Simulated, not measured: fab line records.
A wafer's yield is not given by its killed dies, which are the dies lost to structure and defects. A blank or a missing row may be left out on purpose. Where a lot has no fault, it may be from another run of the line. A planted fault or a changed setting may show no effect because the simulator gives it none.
2 desks, one fault    flow sky130    each desk has only its own numbers; what lay behind them comes last

FOR THE TOOL OWNER'S DESK: implanter-04
The tool's own readings at SKY_NWELL_IMPLANT_13, given as means over the sampled wafers that have a number, one for each lot that went through this tool. If a lot's mean is further than 4 standard deviations from the usual mean, the lot is out of limits and carries the mark OUT (the distance appears in the brackets).
Columns: A = beam_energy_keV at SKY_NWELL_IMPLANT_13, usual 50.001; B = dose_ions_cm2 at SKY_NWELL_IMPLANT_13, usual 7e+11; C = faraday_current_uA at SKY_NWELL_IMPLANT_13, usual 3.95
lot   first seen here  A       B                        C
L267  day 7 00:24      50.003  7e+11                    3.97
L274  day 8 19:14      50.013  6e+11 (-99 or more) OUT  3.43 (-7.4) OUT
L275  day 8 22:23      49.999  6e+11 (-99 or more) OUT  3.43 (-7.4) OUT
This desk's verdict: out of limits on L274, L275, starting with L274 at day 8 19:14 (dose_ions_cm2 at SKY_NWELL_IMPLANT_13). Within limits: L267.

THE METROLOGY DESK
What the gauges read, lot by lot, whatever tool the lot ran on: means of the sampled wafers that have a number. If a lot's mean is further than 4 standard deviations from the usual mean, the lot is out of limits and carries the mark OUT (the distance appears in the brackets).
Columns: A = PWDE_TW at SKY_PWDE_TW_MEAS_10, usual 372.6; B = NWELL_00_OVL at SKY_NWELL_OVL_MEAS_10, usual 0.3 nm
lot   first seen here  A      B
L260  day 4 20:04      375.3  -0.8
L267  day 6 05:49      372.4  0.4
L274  day 7 23:19      373.0  -1.2
L275  day 8 01:25      371.3  -0.1
L278  day 8 16:41      371.4  1.3
L279  day 8 22:49      370.7  2.9
This desk found nothing out of limits on any of the 6 lots.

ALL TOGETHER
At day 8 19:14, on L274, L275, the tool owner's desk was in a position to raise an alarm.
Nothing out of limits was seen by the metrology desk.
The metrology desk holds a record of L274, L275, inside its limits.
SKY_NWELL_IMPLANT_13 was run on implanter-04 by each of the lots named.

WHAT WAS PUT IN BY THE SIMULATOR
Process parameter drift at SKY_NWELL_IMPLANT_13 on implanter-04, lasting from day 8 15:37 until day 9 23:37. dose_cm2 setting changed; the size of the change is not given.
Shown lots that were struck: L274, L275.
Hours from the fault's start to each desk's first reading out of limits: the tool owner's desk, 4.
